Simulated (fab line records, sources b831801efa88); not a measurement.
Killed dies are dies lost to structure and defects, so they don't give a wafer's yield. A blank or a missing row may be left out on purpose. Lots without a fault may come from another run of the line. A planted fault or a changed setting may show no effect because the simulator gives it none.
fab line records | flow sky130
record lots=6 wafers=18 last_day=50
route steps=708 shown METAL5@671 PASSIVATION@681 PAD_OPEN@694
lots that met no fault: from a run of the same line without faults
start_h: hours from the record's first day to the start of the lot's first wafer shown | wait_h: hours since the lot's step before | " the same as in the row above | L1.1+2: a row that stands for several wafers | - no value, or no start given | * or withheld: withheld | < > ~ a bound
route shown NAME@n: a module of which the file shows steps, and the number in the route of the first | usual: mean/standard deviation of fault-free wafers | same: alike in all rows | chamber/n: place in a boat | sites: the reading at each site | _std_site: their standard deviation | _edge_site: outer sites' mean less inner sites' | radius_mm: how far each site lies from the wafer's centre | mask NAME#n: copy n | behind: the tool/chamber that last shaped the wafer | hold: why the lot was held/for how many hours/how that ended | device: the transistor (n, p or np) that didn't switch | end of line: the same wafers' tests at the end of the route | a step without rows: its recipe alone | killed: dies lost to structure and defects at the first sort, not the wafer's yield | map: a wafer's dies, x killed, . not, _ none there
set.NAME: the setting as run; set.NAME@STEP: as run at that earlier step | model.NAME: the simulator's own value behind a step, which no gauge read
lots at some steps of the route; a table a step, a row a wafer
services: from which hour (start_h, from the record's first day; less than 0 if before it) a tool's chamber was out of use, for how many hours, and why
## steps
# step SKY_METAL5_SOFTBAKE_10
# recipe temp_c=90 time_s=60 resist=NOVOLAK
# step SKY_METAL5_EXPOSE_11
# recipe mask_id=MM5 na=0.6 source_shape=conventional sigma_outer=0.6 polarization=unpolarized target_cd_nm=1600 dose_mj=190
# step SKY_METAL5_PEB_12
# recipe temp_c=withheld time_s=* resist=NOVOLAK
# step SKY_METAL5_DEVELOP_13
# recipe resist=NOVOLAK developer=TMAH develop_time_s=60 dev_temp_c=23
# step SKY_METAL5_DESCUM_14
# recipe chemistry=O2 source_power_w=150 bias_power_w=0 pressure_mtorr=10 temp_c=40 time_s=11
# step SKY_METAL5_METAL_ETCH_15
# recipe target_depth_a=12600 stop_on=SiO2 over_etch_frac=0.1843 time_s=252 chemistry=Cl2/BCl3 resist_sidewall_deg=86 pressure_mtorr=10 icp_w=900 bias_w=48.5 Cl2_flow_sccm=60 bcl3_flow_sccm=30
# usual drypump_motor_current_A=5.4/0.4 oes_product_au=0.901/0.0052 throttle_valve_pct=22.265/0.009
# same time_s=252
# columns lot.wafer tool chamber start_h wait_h drypump_motor_current_A oes_product_au rf_hours_counter_h throttle_valve_pct
L472.2 rie_metal-01 1 1041.36 0.0 5.7 0.905 8 22.250
L472.3 " 0 " " 5.3 0.913 - 22.267
L472.4 " 1 " " 5.7 0.895 - 22.243
L476.2 rie_metal-02 1 1084.06 0.0 5.1 0.909 14 22.278
L476.5 " 1 " " 5.1 0.902 - 22.260
L476.6 " 0 " " 4.9 0.902 - 22.284
L482.1 rie_metal-04 1 1107.90 0.0 6.1 0.899 15 22.260
L482.3 " 0 " " 5.7 0.901 - 22.265
L482.6 " 0 " " 5.7 0.904 - 22.266
L484.1 rie_metal-01 1 1133.06 0.0 5.7 0.887 13 22.274
L484.3 " 0 " " 5.3 0.902 - 22.261
L484.4 " 1 " " 5.7 0.898 - 22.264
L489.2 rie_metal-01 0 1155.18 0.0 5.3 0.902 25 22.266
L489.3 " 0 " " 5.3 0.908 - 22.267
L489.6 " 1 " " 5.7 0.903 - 22.283
L490.1 rie_metal-01 1 1165.50 0.0 5.7 0.905 16 22.257
L490.2 " 0 " " 5.3 0.899 26 22.271
L490.6 " 1 " " 5.7 0.906 - 22.277
# step SKY_METAL5_STRIP_16
# recipe chemistry=O2/N2 power_w=1400 pressure_mtorr=1500 platen_temp_c=withheld o2_flow_sccm=3000 n2_flow_sccm=300 overash_fraction=0.5
# usual drypump_motor_current_A=5.5/0.34 oes_product_au=0.710/0.0048 strip_time_to_endpoint_s=13.17/0.12
# columns lot.wafer tool chamber start_h wait_h drypump_motor_current_A oes_product_au rf_hours_counter_h strip_time_to_endpoint_s
L472.2 plasma_asher-02 0 1041.59 0.2 6.0 0.707 61 13.33
L472.3 " 1 " " 5.0 0.713 - 13.07
L472.4 " 0 " " 6.0 0.709 - 13.39
L476.2 plasma_asher-01 1 1084.29 0.2 5.9 0.716 2 13.09
L476.5 " 1 " " 5.9 0.711 - 13.18
L476.6 " 0 " " 5.5 0.716 - 13.15
L482.1 plasma_asher-02 1 1108.13 0.2 5.0 0.708 68 13.11
L482.3 " 0 " " 6.0 0.710 - 13.29
L482.6 " 0 " " 6.0 0.708 - 13.22
L484.1 plasma_asher-03 0 1133.30 0.2 5.4 0.708 101 13.32
L484.3 " 0 " " 5.4 0.701 - 13.10
L484.4 " 1 " " 5.5 0.704 - 13.23
L489.2 plasma_asher-02 1 1155.42 0.2 5.0 0.715 72 12.97
L489.3 " 0 " " 6.0 0.718 - 13.02
L489.6 " 1 " " 5.0 0.720 - 13.23
L490.1 plasma_asher-02 0 1165.73 0.2 6.0 0.712 73 13.42
L490.2 " 1 " " 5.0 0.706 73 13.18
L490.6 " 0 " " 6.0 0.717 - 13.27
# step SKY_METAL5_STRIP_17
# recipe chemistry=post_etch_residue_remover time_s=1200 temp_c=72.5
# step SKY_METAL5_CLEAN_18
# recipe chemistry=IPA time_s=180 temp_c=25
# step SKY_METAL5_CLEAN_19
# recipe chemistry=O3/DIW dry=n2_spin
# step SKY_PASSIVATION_CVD_00
# recipe material=SiO2 target_thk_nm=90 temp_c=400 time_s=withheld rf_w=600
# usual heater_power_w=653/78 rf_fwd_power_W=587/3
# columns lot.wafer tool chamber start_h wait_h heater_power_w rf_fwd_power_W
L472.2 pecvd-04 1 1042.23 0.0 622 584
L472.3 " 2 " " 695 591
L472.4 " 2 " " 734 593
L476.2 pecvd-01 2 1084.93 0.0 556 593
L476.5 " 0 " " 600 586
L476.6 " 2 " " 575 594
L482.1 pecvd-04 1 1108.72 0.0 578 587
L482.3 " 1 " " 585 589
L482.6 " 1 " " 590 585
L484.1 pecvd-04 0 1133.89 0.0 641 583
L484.3 " 1 " " 507 587
L484.4 " 1 " " 505 588
L489.2 pecvd-01 2 1156.03 0.0 617 591
L489.3 " 0 " " 555 586
L489.6 " 0 " " 559 586
L490.1 pecvd-02 1 1166.32 0.0 743 585
L490.2 " 0 " " 544 589
L490.6 " 0 " " 564 592
# step SKY_PASSIVATION_THK_MEAS_01
# recipe reads=SiO2_of_PASSIVATION_CVD_00
# usual PASSIVATION_CVD_00_THK=89.8/1.1
# columns lot.wafer tool chamber start_h wait_h PASSIVATION_CVD_00_THK[nm]
L472.2 film_metro-03 - 1042.26 - 90.1
L472.3 " - " " 88.7
L472.4 " - " " 90.3
L476.2 film_metro-03 - 1084.96 - 88.1
L476.5 " - " " 89.8
L476.6 " - " " 90.6
L482.1 film_metro-04 - 1108.76 - 90.4
L482.3 " - " " 90.9
L482.6 " - " " 91.5
L484.1 film_metro-02 - 1133.91 - 89.8
L484.3 " - " " 89.8
L484.4 " - " " 92.2
L489.2 film_metro-04 - 1156.06 - 89.4
L489.3 " - " " 89.6
L489.6 " - " " 90.1
L490.1 film_metro-02 - 1166.35 - 88.1
L490.2 " - " " 88.5
L490.6 " - " " 91.4
# step SKY_PASSIVATION_CVD_02
# recipe material=Si3N4 target_thk_nm=540 temp_c=400 time_s=withheld rf_w=450
# usual heater_power_w=696/72 rf_fwd_power_W=449.0/1.2
# columns lot.wafer tool chamber start_h wait_h heater_power_w rf_fwd_power_W model.Si3N4_of_PASSIVATION_CVD_02.thk_nm
L472.2 pecvd-01 0 1042.31 0.0 626 448.2 538
L472.3 " 2 " " 708 448.9 528.9
L472.4 " 2 " " 714 449.2 547.6
L476.2 pecvd-02 0 1085.01 0.0 695 449.5 528.5
L476.5 " 0 " " 694 450.9 549.5
L476.6 " 2 " " 807 448.8 546.6
L482.1 pecvd-02 2 1108.82 0.1 953 269.5 462.5
L482.3 " 0 " " 742 269.0 452.6
L482.6 " 1 " " 846 270.6 465.8
L484.1 pecvd-02 2 1133.97 0.1 963 267.4 465
L484.3 " 1 " " 761 270.9 454.4
L484.4 " 0 " " 799 269.4 467.3
L489.2 pecvd-04 2 1156.11 0.0 870 449.3 537.4
L489.3 " 0 " " 667 448.6 538.2
L489.6 " 1 " " 538 445.8 553.7
L490.1 pecvd-01 0 1166.41 0.1 582 449.9 540.9
L490.2 " 2 " " 693 449.9 536.1
L490.6 " 0 " " 623 450.2 549
# step SKY_PASSIVATION_THK_MEAS_03
# recipe reads=Si3N4_of_PASSIVATION_CVD_02
# usual PASSIVATION_CVD_02_THK=540/6.2
# columns lot.wafer tool chamber start_h wait_h hold PASSIVATION_CVD_02_THK[nm]
L472.2 film_metro-03 - 1042.61 - - 538
L472.3 " - " " - 529
L472.4 " - " " - 548
L476.2 film_metro-04 - 1085.25 - - 528
L476.5 " - " " - 550
L476.6 " - " " - 546
L482.1 film_metro-04 - 1109.04 - await_dispo/0.2h/release 462
L482.3 " - " " await_dispo/0.2h/release 453
L482.6 " - " " await_dispo/0.2h/release 466
L482.1 film_metro-04 - 1109.27 0.2 - 463
L482.3 " - " " - 453
L482.6 " - " " - 466
L484.1 film_metro-03 - 1134.19 - await_dispo/0.2h/release 465
L484.3 " - " " await_dispo/0.2h/release 455
L484.4 " - " " await_dispo/0.2h/release 467
L484.1 film_metro-03 - 1134.42 0.2 - 465
L484.3 " - " " - 455
L484.4 " - " " - 467
L489.2 film_metro-03 - 1156.34 - - 538
L489.3 " - " " - 538
L489.6 " - " " - 553
L490.1 film_metro-04 - 1166.63 - - 541
L490.2 " - " " - 536
L490.6 " - " " - 549
# step SKY_PASSIVATION_HMDS_05
# recipe prime_time_s=60 prime_temp_c=120
# step SKY_PASSIVATION_COAT_06
# recipe spin_rpm=2000 resist_thk_nm=3000
# step SKY_PASSIVATION_SOFTBAKE_07
# recipe temp_c=110 time_s=withheld
# step SKY_PASSIVATION_EXPOSE_08
# recipe mask_id=NSM target_cd_nm=3000 na=0.57 dose_mj=260
# step SKY_PASSIVATION_PEB_09
# recipe temp_c=115 time_s=withheld
# step SKY_PASSIVATION_DEVELOP_10
# recipe develop_time_s=60 dev_temp_c=23
# step SKY_PASSIVATION_ETCH_11
# recipe chemistry=CF4/O2 target_depth_nm=725 stop_on=AlCu source_w=800 bias_w=150 pressure_mtorr=150 cf4_flow_sccm=80 O2_flow_sccm=10 time_s=161.1
# usual drypump_motor_current_A=5.4/0.44 oes_product_au=0.977/0.0074 throttle_valve_pct=5.964/0.0093
# same time_s=161.1
# columns lot.wafer tool chamber start_h wait_h drypump_motor_current_A oes_product_au rf_hours_counter_h throttle_valve_pct model.PASSIVATION.feature_depth_nm model.etch.depth_nm
L472.2 rie_diel-03 3 1064.63 - 5.8 0.978 7 5.967 702 702
L472.3 " 0 " " 6.1 0.964 10 5.941 691.9 691.9
L472.4 " 1 " " 4.6 0.983 15 5.960 712.3 712.3
L476.2 rie_diel-04 1 1105.56 - 5.4 0.977 22 5.955 693 693
L476.5 " 3 " " 5.9 0.980 - 5.964 715.5 715.5
L476.6 " 2 " " 5.0 0.991 - 5.977 713.8 713.8
L482.1 rie_diel-02 3 1128.93 - 5.5 0.913 30 5.939 626.8 626.8
L482.3 " 0 " " 5.4 0.904 0 5.966 617.8 617.8
L482.6 " 2 " " 5.3 0.913 - 5.947 631.6 631.6
L484.1 rie_diel-03 0 1152.56 - 6.1 0.917 13 5.931 629.7 629.7
L484.3 " 2 " " 5.4 0.907 20 5.954 619.2 619.2
L484.4 " 3 " " 5.8 0.923 10 5.954 634.4 634.4
L489.2 rie_diel-03 0 1173.11 - 6.1 0.979 13 5.959 701 701
L489.3 " 3 " " 5.8 0.982 11 5.974 701.8 701.8
L489.6 " 2 " " 5.4 0.986 - 5.956 718.9 718.9
L490.1 rie_diel-02 1 1183.16 - 5.7 0.969 25 5.961 702.2 702.2
L490.2 " 0 " " 5.4 0.979 2 5.968 697.1 697.1
L490.6 " 0 " " 5.5 0.978 - 5.962 712.9 712.9
# step SKY_PASSIVATION_STRIP_12
# recipe chemistry=O2/N2 power_w=1400 pressure_mtorr=1500 platen_temp_c=withheld overash_fraction=0.7 o2_flow_sccm=3000 n2_flow_sccm=300
# usual drypump_motor_current_A=5.71/0.28 oes_product_au=0.661/0.0044 strip_time_to_endpoint_s=31.52/0.11
# columns lot.wafer tool chamber start_h wait_h drypump_motor_current_A oes_product_au rf_hours_counter_h strip_time_to_endpoint_s
L472.2 plasma_asher-04 0 1064.73 0.1 5.85 0.660 32 31.72
L472.3 " 1 " " 5.82 0.660 - 31.64
L472.4 " 0 " " 5.85 0.667 - 31.64
L476.2 plasma_asher-04 1 1105.67 0.1 5.80 0.662 36 31.67
L476.5 " 0 " " 5.88 0.661 - 31.72
L476.6 " 1 " " 5.82 0.657 - 31.66
L482.1 plasma_asher-04 0 1129.03 0.1 5.85 0.660 38 31.74
L482.3 " 1 " " 5.82 0.655 - 31.63
L482.6 " 0 " " 5.86 0.661 - 31.68
L484.1 plasma_asher-04 0 1152.67 0.1 5.84 0.660 40 31.55
L484.3 " 0 " " 5.87 0.660 - 31.52
L484.4 " 1 " " 5.83 0.663 - 31.55
L489.2 plasma_asher-04 1 1173.22 0.1 5.81 0.663 42 31.28
L489.3 " 1 " " 5.82 0.667 - 31.34
L489.6 " 0 " " 5.85 0.664 - 31.30
L490.1 plasma_asher-01 0 1183.27 0.1 5.47 0.660 11 31.51
L490.2 " 1 " " 5.86 0.666 11 31.64
L490.6 " 0 " " 5.46 0.663 - 31.63
# step SKY_PAD_OPEN_DEHYDRATE_00
# recipe temp_c=200 time_s=60
# step SKY_PAD_OPEN_HMDS_01
# recipe prime_time_s=60 prime_temp_c=120
# step SKY_PAD_OPEN_COAT_02
# recipe spin_rpm=2047 resist_thk_nm=3000
# step SKY_PAD_OPEN_SOFTBAKE_03
# recipe temp_c=110 time_s=withheld
# step SKY_PAD_OPEN_EXPOSE_04
# recipe mask_id=PDM target_cd_nm=60000 na=0.57 dose_mj=260
# step SKY_PAD_OPEN_PEB_05
# recipe temp_c=115 time_s=withheld
# step SKY_PAD_OPEN_DEVELOP_06
# recipe develop_time_s=60 dev_temp_c=23
# step SKY_PAD_OPEN_ETCH_07
# recipe chemistry=CF4/O2 target_depth_nm=725 stop_on=AlCu source_w=800 bias_w=150 pressure_mtorr=150 cf4_flow_sccm=80 O2_flow_sccm=10 time_s=161.1
# usual drypump_motor_current_A=5.4/0.34 oes_product_au=0.977/0.0068 throttle_valve_pct=5.965/0.0087
# same time_s=161.1
# columns lot.wafer tool chamber start_h wait_h drypump_motor_current_A oes_product_au rf_hours_counter_h throttle_valve_pct model.PAD_OPEN.feature_depth_nm model.etch.depth_nm
L472.2 rie_diel-02 2 1085.20 - 5.2 0.982 7 5.960 702 702
L472.3 " 3 " " 5.5 0.966 28 5.959 691.9 691.9
L472.4 " 1 " " 5.7 0.979 21 5.958 712.3 712.3
L476.2 rie_diel-01 3 1125.41 - 5.0 0.968 11 5.973 693 693
L476.5 " 1 " " 5.5 0.978 - 5.954 715.5 715.5
L476.6 " 2 " " 5.9 0.990 - 5.969 713.8 713.8
L482.1 rie_diel-02 3 1147.41 - 5.5 0.912 30 5.939 626.8 626.8
L482.3 " 0 " " 5.4 0.906 1 5.936 617.8 617.8
L482.6 " 0 " " 5.4 0.914 - 5.941 631.6 631.6
L484.1 rie_diel-04 3 1169.61 - 5.9 0.914 27 5.935 629.7 629.7
L484.3 " 0 " " 4.8 0.905 15 5.948 619.2 619.2
L484.4 " 2 " " 5.0 0.918 28 5.939 634.4 634.4
L489.2 rie_diel-02 0 1190.01 - 5.4 0.982 3 5.965 701 701
L489.3 " 2 " " 5.2 0.971 12 5.958 701.8 701.8
L489.6 " 0 " " 5.4 0.973 - 5.964 709.2 709.2
L490.1 rie_diel-04 1 1198.91 - 5.4 0.984 26 5.969 702.2 702.2
L490.2 " 2 " " 5.0 0.969 29 5.966 697.1 697.1
L490.6 " 2 " " 5.0 0.982 - 5.965 712.9 712.9
# step SKY_PAD_OPEN_STRIP_08
# recipe chemistry=O2/N2 power_w=1400 pressure_mtorr=1500 platen_temp_c=withheld overash_fraction=0.7 o2_flow_sccm=3000 n2_flow_sccm=300
# usual drypump_motor_current_A=5.6/0.36 oes_product_au=0.663/0.0047 strip_time_to_endpoint_s=36.66/0.11
# columns lot.wafer tool chamber start_h wait_h drypump_motor_current_A oes_product_au rf_hours_counter_h strip_time_to_endpoint_s
L472.2 plasma_asher-02 0 1085.31 0.1 5.9 0.662 65 36.51
L472.3 " 1 " " 5.0 0.659 - 36.56
L472.4 " 0 " " 6.0 0.659 - 36.53
L476.2 plasma_asher-04 0 1125.52 0.1 5.8 0.655 37 36.74
L476.5 " 1 " " 5.8 0.659 - 36.69
L476.6 " 0 " " 5.8 0.671 - 36.70
L482.1 plasma_asher-03 1 1147.52 0.1 5.5 0.667 103 36.51
L482.3 " 1 " " 5.5 0.667 - 36.52
L482.6 " 0 " " 5.4 0.663 - 36.61
L484.1 plasma_asher-04 1 1169.72 0.1 5.8 0.668 42 36.49
L484.3 " 1 " " 5.8 0.664 - 36.50
L484.4 " 0 " " 5.8 0.651 - 36.47
L489.2 plasma_asher-03 0 1190.12 0.1 5.4 0.663 107 36.66
L489.3 " 0 " " 5.4 0.663 - 36.75
L489.6 " 1 " " 5.5 0.662 - 36.77
L490.1 plasma_asher-04 1 1199.02 0.1 5.8 0.661 44 36.69
L490.2 " 0 " " 5.8 0.663 44 36.73
L490.6 " 0 " " 5.9 0.661 - 36.66
# step SKY_PAD_OPEN_STRIP_09
# recipe chemistry=post_etch_residue_remover time_s=1200 temp_c=72.5
# same time_s=1200
# columns lot.wafer tool chamber start_h wait_h model.Si3N4_of_PASSIVATION_CVD_02.thk_nm
L472.2 wet_bench-01 1 1085.41 0.1 537.6
L472.3 " 1 " " 528.5
L472.4 " 1 " " 547.2
L476.2 wet_bench-04 3 1125.62 0.1 528.1
L476.5 " 3 " " 549.2
L476.6 " 3 " " 546.2
L482.1 wet_bench-02 1 1147.62 0.1 462.1
L482.3 " 1 " " 452.3
L482.6 " 1 " " 465.4
L484.1 wet_bench-01 1 1170.01 0.3 464.6
L484.3 " 1 " " 454.1
L484.4 " 1 " " 467
L489.2 wet_bench-04 2 1190.22 0.1 537.1
L489.3 " 2 " " 537.8
L489.6 " 2 " " 553.4
L490.1 wet_bench-01 0 1199.12 0.1 540.5
L490.2 " 0 " " 535.7
L490.6 " 0 " " 548.7
# step SKY_PAD_OPEN_CLEAN_10
# recipe chemistry=IPA time_s=180 temp_c=25
# step SKY_PAD_OPEN_PROBE_99
# usual defect_limited_yield=82.5/1.9 killed_at_M0_to_M3=44/7.2 killed_at_M4_up=3.0/1.8 killed_at_contacts=24/5.4 killed_at_front_end=14/4.4 killed_at_other=0.4/0.64 killed_dies=86/9.4 killed_open=47/7.7 killed_short=39/5.8 sort_bin_3_pad_short=0.9/0.38 sort_bin_5_function=10.3/1.4 sort_bin_6_memory=6.4/1.2 sort_n_pass=406/9.4 sort_yield_pct=82.5/1.9
# same gross_dies=492 killed_at_back_side=0 sort_bin_4_leakage[%]=0 sort_bin_8_speed[%]=0
# columns lot.wafer tool chamber start_h wait_h defect_limited_yield[%] killed_at_M0_to_M3 killed_at_M4_up killed_at_contacts killed_at_front_end killed_at_other killed_dies killed_open killed_short sort_bin_3_pad_short[%] sort_bin_5_function[%] sort_bin_6_memory[%] sort_n_pass sort_yield_pct[%]
L472.2 prober-01 - 1087.61 0.1 82.7 38 5 26 16 0 85 45 40 0.6 11.4 5.3 407 82.7
L472.3 prober-01 - 1087.66 0.2 85.6 27 5 25 14 0 71 36 35 0.4 9.1 4.9 421 85.6
L472.4 prober-01 - 1087.71 0.2 84.3 42 2 26 7 0 77 38 39 0.8 8.3 6.5 415 84.3
L476.2 prober-02 - 1127.78 0.1 83.1 35 3 30 14 1 83 53 29 0.4 12.0 4.5 409 83.1
L476.5 prober-02 - 1127.93 0.2 81.3 50 2 25 15 0 92 53 39 0.6 8.5 9.6 400 81.3
L476.6 prober-02 - 1127.98 0.2 81.3 50 4 28 9 1 92 51 40 0.4 11.2 7.1 400 81.3
L482.1 prober-01 - 1150.63 0.1 79.3 53 4 34 10 1 102 63 39 0.2 13.0 7.5 390 79.3
L482.3 prober-01 - 1150.73 0.2 83.3 37 0 29 15 1 82 38 44 1.4 7.9 7.3 410 83.3
L482.6 prober-01 - 1150.88 0.2 85.2 47 3 11 12 0 73 45 28 1.0 9.8 4.1 419 85.2
L484.1 prober-01 - 1172.17 0.1 80.7 43 2 28 21 1 95 55 40 1.2 11.4 6.7 397 80.7
L484.3 prober-01 - 1172.27 0.2 82.9 41 3 21 19 0 84 43 41 0.8 9.3 6.9 408 82.9
L484.4 prober-01 - 1172.32 0.2 84.3 46 1 17 13 0 77 44 33 0.2 8.7 6.7 415 84.3
L489.2 prober-01 - 1192.47 0.1 82.7 46 1 19 19 0 85 38 47 1.2 10.6 5.5 407 82.7
L489.3 prober-01 - 1192.52 0.2 85.0 45 2 12 15 0 74 39 35 1.4 7.9 5.7 418 85.0
L489.6 prober-01 - 1192.67 0.2 78.5 61 4 28 12 1 106 66 40 0.8 14.0 6.7 386 78.5
L490.1 prober-02 - 1201.33 0.1 82.1 44 1 31 12 0 88 53 35 1.0 9.8 7.1 404 82.1
L490.2 prober-02 - 1201.38 0.1 85.0 30 4 29 11 0 74 40 34 0.6 8.3 6.1 418 85.0
L490.6 prober-02 - 1201.58 0.2 85.0 39 4 16 15 0 74 37 37 0.6 8.3 6.1 418 85.0
# killed by level:class
L472.2 CONTACT:geometric_particle:open=8 VIA1:geometric_particle:open=8 LOCAL_INTERCONNECT:geometric_particle:short=7 VIA2:geometric_particle:open=7 POLY_GATE:geometric_particle:open=6 METAL3:geometric_particle:short=6 VIA3:geometric_particle:open=6 METAL4:geometric_particle:short=5
L472.3 LI_CONTACT:geometric_particle:open=7 VIA1:geometric_particle:open=6 FIELD_ISO:geometric_particle:open=5 LI_CONTACT:geometric_particle:short=5 LOCAL_INTERCONNECT:geometric_particle:short=5 CONTACT:geometric_particle:open=5 METAL2:geometric_particle:short=5 METAL1:geometric_particle:open=3
L472.4 VIA1:geometric_particle:open=12 VIA1:geometric_particle:short=5 LI_CONTACT:geometric_particle:open=5 LOCAL_INTERCONNECT:geometric_particle:short=5 CONTACT:geometric_particle:open=5 METAL2:geometric_particle:short=5 LI_CONTACT:geometric_particle:short=4 LOCAL_INTERCONNECT:geometric_particle:open=4
L476.2 CONTACT:geometric_particle:open=14 VIA1:geometric_particle:open=12 LI_CONTACT:geometric_particle:open=9 POLY_GATE:geometric_particle:short=6 VIA2:geometric_particle:open=5 CONTACT:geometric_particle:short=4 FIELD_ISO:geometric_particle:open=3 METAL1:geometric_particle:short=3
L476.5 VIA1:geometric_particle:open=14 VIA2:geometric_particle:open=12 CONTACT:geometric_particle:open=11 CONTACT:geometric_particle:short=7 VIA2:geometric_particle:short=5 VIA3:geometric_particle:open=5 POLY_GATE:geometric_particle:short=4 LOCAL_INTERCONNECT:geometric_particle:short=4
L476.6 CONTACT:geometric_particle:open=12 VIA1:geometric_particle:open=12 VIA2:geometric_particle:open=10 METAL1:geometric_particle:short=9 LI_CONTACT:geometric_particle:open=6 VIA1:geometric_particle:short=6 METAL2:geometric_particle:short=5 LI_CONTACT:geometric_particle:short=4
L482.1 CONTACT:geometric_particle:open=16 VIA1:geometric_particle:open=15 LI_CONTACT:geometric_particle:open=11 VIA3:geometric_particle:open=8 METAL1:geometric_particle:short=5 METAL2:geometric_particle:short=5 VIA3:geometric_particle:short=5 VIA2:geometric_particle:open=4
L482.3 LI_CONTACT:geometric_particle:open=8 LOCAL_INTERCONNECT:geometric_particle:short=7 VIA1:geometric_particle:open=7 METAL2:geometric_particle:short=7 POLY_GATE:geometric_particle:short=5 LI_CONTACT:geometric_particle:short=5 CONTACT:geometric_particle:open=5 METAL1:geometric_particle:short=5
L482.6 VIA1:geometric_particle:open=10 VIA2:geometric_particle:open=7 VIA3:geometric_particle:short=6 VIA1:geometric_particle:short=5 CONTACT:geometric_particle:open=5 METAL1:geometric_particle:short=4 POLY_GATE:geometric_particle:open=4 LI_CONTACT:geometric_particle:open=4
L484.1 VIA1:geometric_particle:open=14 LI_CONTACT:geometric_particle:open=9 CONTACT:geometric_particle:open=8 VIA2:geometric_particle:open=8 VIA3:geometric_particle:open=7 POLY_GATE:geometric_particle:short=6 CONTACT:geometric_particle:short=6 METAL2:geometric_particle:short=6
L484.3 VIA1:geometric_particle:open=11 FIELD_ISO:geometric_particle:short=7 CONTACT:geometric_particle:open=7 CONTACT:geometric_particle:short=6 VIA2:geometric_particle:open=6 FIELD_ISO:geometric_particle:open=5 METAL2:geometric_particle:short=5 LI_CONTACT:geometric_particle:open=4
L484.4 VIA1:geometric_particle:open=13 CONTACT:geometric_particle:open=8 METAL1:geometric_particle:short=5 METAL2:geometric_particle:short=5 VIA2:geometric_particle:open=5 VIA1:geometric_particle:short=4 VIA2:geometric_particle:short=4 VIA3:geometric_particle:open=4
L489.2 VIA1:geometric_particle:open=9 CONTACT:geometric_particle:open=8 METAL2:geometric_particle:short=7 VIA2:geometric_particle:short=7 FIELD_ISO:geometric_particle:short=6 VIA2:geometric_particle:open=6 METAL1:geometric_particle:short=6 POLY_GATE:geometric_particle:short=4
L489.3 VIA1:geometric_particle:open=11 VIA2:geometric_particle:open=9 VIA3:geometric_particle:short=6 VIA1:geometric_particle:short=5 FIELD_ISO:geometric_particle:open=3 POLY_GATE:geometric_particle:open=3 POLY_GATE:geometric_particle:short=3 LI_CONTACT:geometric_particle:open=3
L489.6 VIA1:geometric_particle:open=16 LI_CONTACT:geometric_particle:open=10 CONTACT:geometric_particle:open=9 VIA3:geometric_particle:open=8 METAL1:geometric_particle:short=8 VIA2:geometric_particle:open=7 METAL1:geometric_particle:open=6 VIA2:geometric_particle:short=6
L490.1 VIA1:geometric_particle:open=13 CONTACT:geometric_particle:open=12 VIA3:geometric_particle:open=9 LI_CONTACT:geometric_particle:open=8 LOCAL_INTERCONNECT:geometric_particle:short=6 METAL1:geometric_particle:short=5 POLY_GATE:geometric_particle:open=4 CONTACT:geometric_particle:short=4
L490.2 CONTACT:geometric_particle:open=10 LI_CONTACT:geometric_particle:open=8 METAL2:geometric_particle:short=6 VIA2:geometric_particle:open=6 CONTACT:geometric_particle:short=5 LOCAL_INTERCONNECT:geometric_particle:short=4 FIELD_ISO:geometric_particle:open=3 POLY_GATE:geometric_particle:short=3
L490.6 VIA1:geometric_particle:open=10 CONTACT:geometric_particle:open=6 METAL2:geometric_particle:short=6 METAL1:geometric_particle:short=5 VIA2:geometric_particle:open=5 POLY_GATE:geometric_particle:short=4 LOCAL_INTERCONNECT:geometric_particle:short=4 FIELD_ISO:geometric_particle:open=3
## services
# columns tool chamber start_h hours kind
rie_diel-03 1 1019.52 4.4 repair
pecvd-02 - 1021.17 2.2 repair
rie_diel-01 3 1021.32 1.5 repair
rie_diel-03 3 1021.57 12.0 repair
rie_diel-01 0 1021.94 2.9 repair
rie_diel-03 - 1032.03 0.6 repair
pecvd-01 - 1039.35 0.6 repair
pecvd-01 - 1048.81 0.8 pm
plasma_asher-01 - 1055.25 9.0 pm
plasma_asher-02 - 1060.20 0.7 repair
rie_metal-01 - 1062.38 15.6 pm
wet_bench-01 - 1088.18 0.8 repair
rie_diel-04 - 1099.49 0.2 repair
pecvd-04 0 1103.51 12.5 repair
rie_diel-03 1 1121.02 8.8 repair
rie_diel-04 2 1122.45 4.4 repair
pecvd-04 - 1132.77 0.3 repair
wet_bench-04 - 1149.60 24.3 repair
pecvd-02 1 1151.04 6.4 repair
rie_diel-04 0 1170.62 8.3 repair
rie_diel-03 - 1174.80 2.8 pm
rie_metal-01 - 1179.82 0.1 repair
pecvd-04 - 1187.75 5.5 pm
pecvd-01 0 1195.52 3.1 repair
## key
first_sign step=SKY_PASSIVATION_CVD_02 reading=rf_fwd_power_W direction=down sigmas=99+ usual=449.0 struck=269.5
effect step=SKY_PASSIVATION_CVD_02 reading=heater_power_w direction=up sigmas=2.1 usual=* struck=*
effect step=SKY_PASSIVATION_THK_MEAS_03 reading=visit direction=added
effect step=SKY_PASSIVATION_THK_MEAS_03 reading=PASSIVATION_CVD_02_THK direction=down sigmas=13 usual=540 struck=461
effect step=SKY_PASSIVATION_ETCH_11 reading=oes_product_au direction=down sigmas=8.8 usual=0.977 struck=0.913
effect step=SKY_PAD_OPEN_ETCH_07 reading=oes_product_au direction=down sigmas=9.7 usual=0.977 struck=0.912
model_effect step=SKY_PASSIVATION_CVD_02 value=Si3N4_of_PASSIVATION_CVD_02.thk_nm without=537.8 struck=461.3
model_effect step=SKY_PASSIVATION_ETCH_11 value=PASSIVATION.feature_depth_nm without=703.1 struck=626.6
model_effect step=SKY_PAD_OPEN_ETCH_07 value=PAD_OPEN.feature_depth_nm without=703.1 struck=626.6
model_effect step=SKY_PAD_OPEN_STRIP_09 value=Si3N4_of_PASSIVATION_CVD_02.thk_nm without=537.4 struck=460.9
met_at SKY_PASSIVATION_CVD_02
struck_wafers L482.1,L482.3,L482.6,L484.1,L484.3,L484.4
onset_between 1085.01 1108.82
fault kind=process_parameter_drift tool=pecvd-02 chamber=- onset_h=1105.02 steps=SKY_PASSIVATION_CVD_02 channel=rf_w offset=-180 shape=step end_h=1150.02 acts_in=these_recipes_only stated=450
